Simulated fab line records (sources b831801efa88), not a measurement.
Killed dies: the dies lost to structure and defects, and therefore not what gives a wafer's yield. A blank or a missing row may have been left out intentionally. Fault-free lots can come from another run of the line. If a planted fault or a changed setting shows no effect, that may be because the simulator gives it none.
fab line records | flow sky130
record lots=12 | wafers=36 | last-day=50
route steps=708 shown VT_ADJUST_HVTP@93 VT_ADJUST_PCH@151 SONOS_ONO@182 GATE_OXIDE@200
lots that met no fault: from a run of the same line without faults
start-h: the number of hours between the record's first day and the start of the first shown wafer of the lot | wait-h: how many hours have passed since the lot's step before this one | " same as the row above | L1.1+2: one row covering several wafers at once | - no value, or no start was given | * or withheld: withheld | < > ~ a bound
route shown NAME@n: a module of which the file shows steps, and the number in the route of the first | usual: mean and standard deviation over wafers with no fault | same: alike in all rows | chamber/n: place in a boat | sites: the reading at each site | _std_site: the values' standard deviation | _edge_site: mean of outer sites minus mean of inner sites | radius-mm: for every site, how far away it sits from the centre of the wafer | mask NAME#n: copy n | behind: the tool/chamber that last shaped the wafer | hold: cause of the lot's hold/its duration in hours/its outcome | device: names the non-switching transistor (n, p or np) | end of line: the same wafers' tests at the end of the route | a step without rows: its recipe alone | killed: at the first sort, the dies lost to defects and structure; wafer yield is something else | map: the dies of a wafer, with x for killed, . for not killed, _ for no die there
set.NAME: the setting that was run; set.NAME@STEP: the one run at that earlier step | model.NAME: the simulator's own value behind a step, which no gauge read
one table for each step of the route and one row for each wafer, over a sample of lots
services: the hour from which a tool's chamber was out of use, counted from the record's first day as start-h (under 0 if before that day), plus the number of hours and why
## steps
# step SKY_VT_ADJUST_HVTP_OVL_MEAS_08
# usual VT_ADJUST_HVTP_OVL=0.2/1.5
lot.wafer | tool       | chamber | start-h | wait-h | VT_ADJUST_HVTP_OVL[nm]
L215.1    | overlay-02 | -       | 123.39  | 0.1    | 1.1
L215.5    | "          | -       | "       | "      | -1.5
L215.6    | "          | -       | "       | "      | -1.8
L216.3    | overlay-02 | -       | 125.55  | 0.1    | 0.1
L216.4    | "          | -       | "       | "      | -1.4
L216.5    | "          | -       | "       | "      | -0.5
L217.2    | overlay-02 | -       | 133.15  | 0.1    | 0.5
L217.3    | "          | -       | "       | "      | 0.6
L217.4    | "          | -       | "       | "      | 0.1
L222.4    | overlay-02 | -       | 172.55  | 0.1    | 0.9
L222.5    | "          | -       | "       | "      | 0.3
L222.6    | "          | -       | "       | "      | 0.7
L226.2    | overlay-01 | -       | 188.54  | 0.1    | -0.8
L226.3    | "          | -       | "       | "      | -2.2
L226.6    | "          | -       | "       | "      | -0.6
L227.2    | overlay-01 | -       | 194.90  | 0.1    | 0.0
L227.3    | "          | -       | "       | "      | 0.6
L227.6    | "          | -       | "       | "      | 1.0
L228.1    | overlay-02 | -       | 216.03  | 0.1    | -0.5
L228.3    | "          | -       | "       | "      | -2.1
L228.5    | "          | -       | "       | "      | -0.6
L232.1    | overlay-01 | -       | 231.14  | 0.1    | 0.0
L232.2    | "          | -       | "       | "      | 1.5
L232.6    | "          | -       | "       | "      | 0.8
L234.2    | overlay-01 | -       | 239.90  | 0.1    | 0.0
L234.3    | "          | -       | "       | "      | -1.4
L234.4    | "          | -       | "       | "      | 0.6
L235.3    | overlay-02 | -       | 249.20  | 0.1    | 3.2
L235.4    | "          | -       | "       | "      | 2.7
L235.5    | "          | -       | "       | "      | 2.6
L237.1    | overlay-02 | -       | 265.13  | 0.1    | -1.5
L237.4    | "          | -       | "       | "      | -1.3
L237.6    | "          | -       | "       | "      | -0.4
L238.1    | overlay-02 | -       | 268.29  | 0.1    | -1.3
L238.2    | "          | -       | "       | "      | -0.5
L238.4    | "          | -       | "       | "      | -0.4
# step SKY_VT_ADJUST_PCH_IMPLANT_08
# recipe species=B | energy-kev=10 | dose-cm2=5e+11 | tilt-deg=withheld
# usual beam-on-s=10.01/0.19 | end-station-pressure-torr=5.01e-06/2.8e-07 | faraday-current-uA=2.82/0.054
lot.wafer | tool         | chamber | start-h | wait-h | beam-on-s | end-station-pressure-torr | faraday-current-uA
L215.1    | implanter-02 | 0       | 225.15  | 0.0    | 10.15     | 5.11e-06                  | 2.78
L215.5    | "            | 0       | "       | "      | 10.14     | 5.45e-06                  | 2.79
L215.6    | "            | 0       | "       | "      | 10.25     | 4.99e-06                  | 2.74
L216.3    | implanter-01 | 0       | 229.71  | 0.1    | 10.01     | 4.82e-06                  | 2.82
L216.4    | "            | 0       | "       | "      | 9.65      | 4.85e-06                  | 2.91
L216.5    | "            | 0       | "       | "      | 9.98      | 4.5e-06                   | 2.81
L217.2    | implanter-01 | 0       | 237.62  | 0.0    | 10.45     | 5.14e-06                  | 2.69
L217.3    | "            | 0       | "       | "      | 10.16     | 4.76e-06                  | 2.78
L217.4    | "            | 0       | "       | "      | 9.60      | 5.09e-06                  | 2.93
L222.4    | implanter-02 | 0       | 285.57  | 0.1    | 11.77     | 0.00010056                | 2.42
L222.5    | "            | 0       | "       | "      | 11.84     | 9.481e-05                 | 2.41
L222.6    | "            | 0       | "       | "      | 12.11     | 9.222e-05                 | 2.35
L226.2    | implanter-02 | 0       | 305.98  | 0.0    | 12.55     | 9.002e-05                 | 2.27
L226.3    | "            | 0       | "       | "      | 12.19     | 9.603e-05                 | 2.33
L226.6    | "            | 0       | "       | "      | 11.85     | 9.331e-05                 | 2.41
L227.2    | implanter-01 | 0       | 315.68  | 0.0    | 10.06     | 4.98e-06                  | 2.80
L227.3    | "            | 0       | "       | "      | 10.48     | 5.34e-06                  | 2.69
L227.6    | "            | 0       | "       | "      | 10.19     | 5.16e-06                  | 2.78
L228.1    | implanter-01 | 0       | 338.80  | 0.0    | 10.13     | 4.44e-06                  | 2.80
L228.3    | "            | 0       | "       | "      | 10.17     | 5.22e-06                  | 2.78
L228.5    | "            | 0       | "       | "      | 10.17     | 5.11e-06                  | 2.78
L232.1    | implanter-01 | 0       | 358.16  | 0.0    | 10.13     | 5.12e-06                  | 2.77
L232.2    | "            | 0       | "       | "      | 9.95      | 4.94e-06                  | 2.84
L232.6    | "            | 0       | "       | "      | 10.16     | 4.81e-06                  | 2.77
L234.2    | implanter-01 | 0       | 368.88  | 0.0    | 10.19     | 5.07e-06                  | 2.76
L234.3    | "            | 0       | "       | "      | 10.11     | 5.15e-06                  | 2.79
L234.4    | "            | 0       | "       | "      | 9.92      | 5e-06                     | 2.83
L235.3    | implanter-02 | 0       | 380.96  | 0.1    | 10.03     | 4.95e-06                  | 2.81
L235.4    | "            | 0       | "       | "      | 10.23     | 4.99e-06                  | 2.77
L235.5    | "            | 0       | "       | "      | 9.95      | 5.03e-06                  | 2.83
L237.1    | implanter-03 | 0       | 398.95  | 0.0    | 9.92      | 5.02e-06                  | 2.84
L237.4    | "            | 0       | "       | "      | 9.98      | 5.1e-06                   | 2.82
L237.6    | "            | 0       | "       | "      | 10.09     | 5.77e-06                  | 2.80
L238.1    | implanter-03 | 0       | 403.10  | 0.0    | 9.92      | 5.4e-06                   | 2.84
L238.2    | "            | 0       | "       | "      | 10.44     | 5.08e-06                  | 2.69
L238.4    | "            | 0       | "       | "      | 10.05     | 4.83e-06                  | 2.81
# step SKY_VT_ADJUST_PCH_TW_MEAS_10
# usual VT_ADJUST_PCH_TW=141.9/1.8
lot.wafer | tool          | chamber | start-h | wait-h | VT_ADJUST_PCH_TW
L215.1    | film-metro-03 | -       | 225.40  | 0.1    | 140.0
L215.5    | "             | -       | "       | "      | 139.5
L215.6    | "             | -       | "       | "      | 139.6
L216.3    | film-metro-01 | -       | 229.93  | 0.1    | 142.8
L216.4    | "             | -       | "       | "      | 142.4
L216.5    | "             | -       | "       | "      | 142.9
L217.2    | film-metro-02 | -       | 237.86  | 0.1    | 142.8
L217.3    | "             | -       | "       | "      | 142.9
L217.4    | "             | -       | "       | "      | 142.8
L222.4    | film-metro-01 | -       | 285.78  | 0.1    | 149.7
L222.5    | "             | -       | "       | "      | 148.9
L222.6    | "             | -       | "       | "      | 148.7
L226.2    | film-metro-02 | -       | 306.21  | 0.1    | 150.9
L226.3    | "             | -       | "       | "      | 151.0
L226.6    | "             | -       | "       | "      | 150.5
L227.2    | film-metro-02 | -       | 315.93  | 0.1    | 144.3
L227.3    | "             | -       | "       | "      | 145.1
L227.6    | "             | -       | "       | "      | 143.6
L228.1    | film-metro-02 | -       | 339.05  | 0.1    | 142.1
L228.3    | "             | -       | "       | "      | 144.0
L228.5    | "             | -       | "       | "      | 143.4
L232.1    | film-metro-01 | -       | 358.41  | 0.1    | 142.2
L232.2    | "             | -       | "       | "      | 142.6
L232.6    | "             | -       | "       | "      | 142.0
L234.2    | film-metro-02 | -       | 369.12  | 0.1    | 144.1
L234.3    | "             | -       | "       | "      | 144.1
L234.4    | "             | -       | "       | "      | 144.2
L235.3    | film-metro-02 | -       | 381.18  | 0.1    | 144.5
L235.4    | "             | -       | "       | "      | 143.8
L235.5    | "             | -       | "       | "      | 143.9
L237.1    | film-metro-03 | -       | 399.20  | 0.1    | 139.5
L237.4    | "             | -       | "       | "      | 140.2
L237.6    | "             | -       | "       | "      | 139.9
L238.1    | film-metro-03 | -       | 403.35  | 0.1    | 139.2
L238.2    | "             | -       | "       | "      | 139.6
L238.4    | "             | -       | "       | "      | 140.4
# step SKY_SONOS_ONO_OVL_MEAS_14
# usual SONOS_ONO_OVL=0.3/1.4
lot.wafer | tool       | chamber | start-h | wait-h | SONOS_ONO_OVL[nm]
L215.1    | overlay-01 | -       | 277.79  | 0.1    | -0.2
L215.5    | "          | -       | "       | "      | 0.2
L215.6    | "          | -       | "       | "      | 1.3
L216.3    | overlay-01 | -       | 283.59  | 0.1    | 0.2
L216.4    | "          | -       | "       | "      | 0.4
L216.5    | "          | -       | "       | "      | -0.6
L217.2    | overlay-02 | -       | 290.95  | 0.1    | 0.4
L217.3    | "          | -       | "       | "      | 1.5
L217.4    | "          | -       | "       | "      | -0.7
L222.4    | overlay-01 | -       | 344.80  | 0.1    | 4.9
L222.5    | "          | -       | "       | "      | 2.9
L222.6    | "          | -       | "       | "      | 2.9
L226.2    | overlay-02 | -       | 366.08  | 0.1    | -0.2
L226.3    | "          | -       | "       | "      | -1.3
L226.6    | "          | -       | "       | "      | 0.6
L227.2    | overlay-01 | -       | 375.85  | 0.1    | -1.7
L227.3    | "          | -       | "       | "      | -2.6
L227.6    | "          | -       | "       | "      | -2.3
L228.1    | overlay-02 | -       | 400.68  | 0.1    | 0.4
L228.3    | "          | -       | "       | "      | -0.2
L228.5    | "          | -       | "       | "      | -1.1
L232.1    | overlay-02 | -       | 423.39  | 0.1    | 1.8
L232.2    | "          | -       | "       | "      | 3.8
L232.6    | "          | -       | "       | "      | 1.9
L234.2    | overlay-01 | -       | 434.23  | 0.1    | 0.1
L234.3    | "          | -       | "       | "      | -1.3
L234.4    | "          | -       | "       | "      | 1.0
L235.3    | overlay-02 | -       | 446.94  | 0.1    | -0.9
L235.4    | "          | -       | "       | "      | 0.3
L235.5    | "          | -       | "       | "      | -1.1
L237.1    | overlay-02 | -       | 468.49  | 0.1    | 1.4
L237.4    | "          | -       | "       | "      | 1.6
L237.6    | "          | -       | "       | "      | 0.5
L238.1    | overlay-02 | -       | 471.34  | 0.1    | -0.1
L238.2    | "          | -       | "       | "      | 3.1
L238.4    | "          | -       | "       | "      | 1.2
# step SKY_GATE_OXIDE_STRIP_13
# recipe chemistry=O2/N2 | power-w=1400 | pressure-mtorr=1500 | platen-temp-c=withheld | o2-flow-sccm=3000 | n2-flow-sccm=300 | overash-fraction=0.5
# usual drypump-motor-current-A=5.9/0.76 | n2-flow-sccm=300.1/0.89 | oes-product-au=0.715/0.0044 | strip-time-to-endpoint-s=14.18/0.039
lot.wafer | tool            | chamber | start-h | wait-h | drypump-motor-current-A | n2-flow-sccm | oes-product-au | rf-hours-counter-h | strip-time-to-endpoint-s
L215.1    | plasma-asher-01 | 1       | 305.45  | 0.0    | 6.3                     | 301.1        | 0.716          | 19                 | 14.18
L215.5    | "               | 0       | "       | "      | 4.7                     | 301.7        | 0.716          | -                  | 14.23
L215.6    | "               | 1       | "       | "      | 6.3                     | 298.7        | 0.716          | -                  | 14.21
L216.3    | plasma-asher-04 | 1       | 312.05  | 0.0    | 6.7                     | 301.5        | 0.711          | -                  | 14.18
L216.4    | "               | 0       | "       | "      | 6.6                     | 299.4        | 0.719          | -                  | 14.18
L216.5    | "               | 1       | "       | "      | 6.7                     | 300.6        | 0.715          | -                  | 14.20
L217.2    | plasma-asher-03 | 1       | 320.60  | 0.0    | 5.9                     | 301.3        | 0.724          | 62                 | 14.19
L217.3    | "               | 1       | "       | "      | 6.0                     | 300.9        | 0.719          | -                  | 14.15
L217.4    | "               | 0       | "       | "      | 4.9                     | 300.8        | 0.714          | -                  | 14.20
L222.4    | plasma-asher-01 | 1       | 375.09  | 0.0    | 6.3                     | 300.0        | 0.718          | -                  | 14.17
L222.5    | "               | 0       | "       | "      | 4.7                     | 300.6        | 0.707          | -                  | 14.23
L222.6    | "               | 1       | "       | "      | 6.3                     | 300.6        | 0.710          | -                  | 14.22
L226.2    | plasma-asher-04 | 1       | 396.80  | 0.0    | 6.7                     | 299.9        | 0.710          | 56                 | 14.23
L226.3    | "               | 1       | "       | "      | 6.7                     | 300.4        | 0.727          | -                  | 14.22
L226.6    | "               | 1       | "       | "      | 6.7                     | 300.8        | 0.707          | -                  | 14.25
L227.2    | plasma-asher-04 | 0       | 406.95  | 0.0    | 6.6                     | 300.9        | 0.717          | 57                 | 14.17
L227.3    | "               | 0       | "       | "      | 6.6                     | 299.9        | 0.706          | -                  | 14.20
L227.6    | "               | 0       | "       | "      | 6.6                     | 298.6        | 0.719          | -                  | 14.16
L228.1    | plasma-asher-03 | 0       | 435.34  | 0.0    | 4.9                     | 300.5        | 0.715          | 74                 | 14.15
L228.3    | "               | 1       | "       | "      | 6.0                     | 299.6        | 0.717          | -                  | 14.12
L228.5    | "               | 1       | "       | "      | 5.9                     | 301.2        | 0.714          | -                  | 14.10
L232.1    | plasma-asher-03 | 0       | 456.79  | 0.0    | 4.9                     | 299.7        | 0.716          | 76                 | 14.17
L232.2    | "               | 1       | "       | "      | 5.9                     | 300.4        | 0.709          | 76                 | 14.18
L232.6    | "               | 0       | "       | "      | 4.9                     | 299.0        | 0.714          | -                  | 14.14
L234.2    | plasma-asher-03 | 1       | 467.14  | 0.0    | 6.0                     | 299.4        | 0.713          | 77                 | 14.19
L234.3    | "               | 1       | "       | "      | 5.9                     | 299.1        | 0.709          | -                  | 14.14
L234.4    | "               | 0       | "       | "      | 4.9                     | 300.8        | 0.718          | -                  | 14.17
L235.3    | plasma-asher-03 | 0       | 480.09  | 0.0    | 4.9                     | 298.9        | 0.713          | -                  | 14.12
L235.4    | "               | 1       | "       | "      | 6.0                     | 300.2        | 0.720          | -                  | 14.17
L235.5    | "               | 1       | "       | "      | 5.9                     | 301.8        | 0.719          | -                  | 14.20
L237.1    | plasma-asher-01 | 0       | 500.92  | 0.0    | 4.7                     | 300.5        | 0.721          | 36                 | 14.17
L237.4    | "               | 1       | "       | "      | 6.3                     | 299.4        | 0.721          | -                  | 14.18
L237.6    | "               | 1       | "       | "      | 6.3                     | 298.1        | 0.708          | -                  | 14.16
L238.1    | plasma-asher-04 | 0       | 503.01  | 0.0    | 6.6                     | 300.1        | 0.720          | 68                 | 14.12
L238.2    | "               | 1       | "       | "      | 6.7                     | 299.0        | 0.723          | 68                 | 14.13
L238.4    | "               | 1       | "       | "      | 6.6                     | 299.5        | 0.716          | -                  | 14.11
## services
tool            | chamber | start-h | hours | kind
implanter-01    | -       | 224.38  | 3.3   | pm
implanter-03    | -       | 228.01  | 4.3   | repair
implanter-03    | -       | 260.37  | 1.6   | repair
plasma-asher-01 | -       | 261.59  | 1.9   | repair
implanter-03    | -       | 262.68  | 1.8   | repair
plasma-asher-03 | -       | 280.30  | 14.6  | pm
implanter-02    | -       | 323.43  | 2.8   | pm
plasma-asher-04 | -       | 326.82  | 1.9   | repair
implanter-03    | -       | 359.22  | 3.7   | repair
implanter-03    | -       | 415.54  | 4.1   | pm
plasma-asher-01 | -       | 420.88  | 14.6  | pm
plasma-asher-03 | -       | 435.54  | 1.8   | repair
plasma-asher-01 | -       | 440.45  | 2.0   | repair
implanter-03    | -       | 442.56  | 9.2   | repair
implanter-03    | -       | 450.33  | 2.2   | repair
implanter-02    | -       | 464.44  | 8.0   | repair
implanter-03    | -       | 479.31  | 0.7   | repair
implanter-03    | -       | 488.68  | 3.1   | pm
plasma-asher-01 | -       | 490.81  | 6.3   | repair
## key
first-sign step=SKY_VT_ADJUST_PCH_IMPLANT_08 | reading=end-station-pressure-torr | direction=up | sigmas=99+ | usual=5.01e-06 | struck=9.449e-05
effect step=SKY_VT_ADJUST_PCH_IMPLANT_08 | reading=beam-on-s | direction=up | sigmas=11 | usual=10.01 | struck=12.05
effect step=SKY_VT_ADJUST_PCH_TW_MEAS_10 | reading=VT_ADJUST_PCH_TW | direction=up | sigmas=4.5 | usual=141.9 | struck=150.0
met-at SKY_VT_ADJUST_PCH_IMPLANT_08
struck-lots L222,L226
tester-left-out L222,L226
not-acting-at SKY_VT_ADJUST_HVTP_OVL_MEAS_08,SKY_SONOS_ONO_OVL_MEAS_14,SKY_GATE_OXIDE_STRIP_13
onset-between 225.15 285.57
fault kind=process-parameter-drift | tool=implanter-02 | chamber=- | onset-h=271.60 | steps=SKY_VT_ADJUST_PCH_IMPLANT_08 | channel=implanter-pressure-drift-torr | offset=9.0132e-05 | shape=step | end-h=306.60
fault kind=process-parameter-drift | tool=implanter-02 | chamber=- | onset-h=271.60 | steps=SKY_VT_ADJUST_PCH_IMPLANT_08 | channel=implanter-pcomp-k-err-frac | offset=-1 | shape=step | end-h=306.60
# tester-left-out: of these lots the tester's yield and bins aren't shown, on N5 and GAA mostly nor the transistor test; their killed dies are dies lost to structure and defects alone, not to doping, threshold or leakage, so they don't give the yield
